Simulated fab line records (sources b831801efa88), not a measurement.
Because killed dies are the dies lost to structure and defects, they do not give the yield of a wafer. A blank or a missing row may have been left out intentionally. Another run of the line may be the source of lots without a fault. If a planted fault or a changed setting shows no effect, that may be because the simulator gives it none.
Comparing a struck lot with a sound one / flow sky130 / 15 out of 708 route steps
Sound: the wafers L477.2, L477.3, L477.4. Struck: wafers L481.2, L481.3, L481.4. The cause is given at the end.
For every step that has rows: the tool of each side, followed by ch and its chambers, followed by its first start. Under that, the readings that differ: sound wafers / struck wafers / difference of the means / sigmas: that difference in standard deviations of wafers without a fault.
alike: same words and numbers on both sides, and readings whose means sit less than 2 such deviations apart. not compared: any withheld reading, any reading some wafer has no value for, any bound like >300 that may hide the same value, and any number with overlapping values for which the record gives no deviation.
A row with sigmas, a row that says differs or no value, or rows on one side alone: a step with any of these is where the two part. Numbers that don't overlap but have no deviation are shown without sigmas and don't part them. A reading missing from all wafers of one side parts the sides only when that side holds two or more wafers.

SKY_VT_ADJUST_PCH_TW_MEAS_10:
  sound on film metro-04, day 13 10:50; struck on film metro-02, day 14 10:52
  alike: VT_ADJUST_PCH_TW
then, 7 steps without rows for these wafers: SKY_SONOS_TUNNEL_DEHYDRATE_00 (time 60 s); SKY_SONOS_TUNNEL_HMDS_01 (prime time 60 s); SKY_SONOS_TUNNEL_COAT_02 (resist thk 1140 nm); SKY_SONOS_TUNNEL_SOFTBAKE_03 (time 60 s); SKY_SONOS_TUNNEL_EXPOSE_04 (exposes mask TUNM, target cd 410 nm); SKY_SONOS_TUNNEL_PEB_05; SKY_SONOS_TUNNEL_DEVELOP_06 (develop time 60 s).
SKY_SONOS_TUNNEL_CD_MEAS_07: the cd target is 410 nm.
  sound on cd sem-02, day 14 12:38; struck on cd sem-02, day 15 13:52
  alike: cd nm
SKY_SONOS_TUNNEL_OVL_MEAS_08:
  sound on overlay-02, day 14 12:45; struck on overlay-01, day 15 13:58
  alike: SONOS_TUNNEL_OVL
then, 2 steps without rows for these wafers: SKY_SONOS_TUNNEL_IMPLANT_09; SKY_SONOS_TUNNEL_WET_ETCH_10 (etches SiO2 in dHF, target depth 14 nm, time 280 s).
SKY_SONOS_TUNNEL_STRIP_11: strips in SPM, time 600 s.
  sound on wet bench-02 ch 1, day 14 13:01; struck on wet bench-03 ch 1, day 15 14:14
  no value came back on the struck wafers for bath guard temp C (C), bath heat duty pct (%); on the sound wafers bath guard temp C (C) reads 130.6 130.6 130.5
reading=model.NOVOLAK_of_SONOS_TUNNEL_COAT_02.thk nm (nm); sound=0 0 0; struck=1146 1142 1146; difference=+1145; sigmas=
SKY_SONOS_TUNNEL_TW_MEAS_12:
  sound on film metro-01, day 14 13:12; struck on film metro-03, day 15 14:26
  alike: SONOS_TUNNEL_TW
-- a jump in the record: the struck wafers' starts before and after are 33 days apart (it breaks off in module SONOS_TUNNEL and resumes in module PAD_OPEN, where the first step shown is number 708 of the route) --
SKY_PAD_OPEN_PROBE_99:
  rows exist in the record for the struck wafers here (prober-02, day 49 00:13), but not for the sound ones

WHERE THEY PART
Earliest at SKY_SONOS_TUNNEL_STRIP_11; latest, in this record, at SKY_PAD_OPEN_PROBE_99.

WHY: what had been put in by the simulator
Beginning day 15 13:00, the whole step at SKY_SONOS_TUNNEL_STRIP_11 was skipped on wet bench-03. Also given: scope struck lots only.
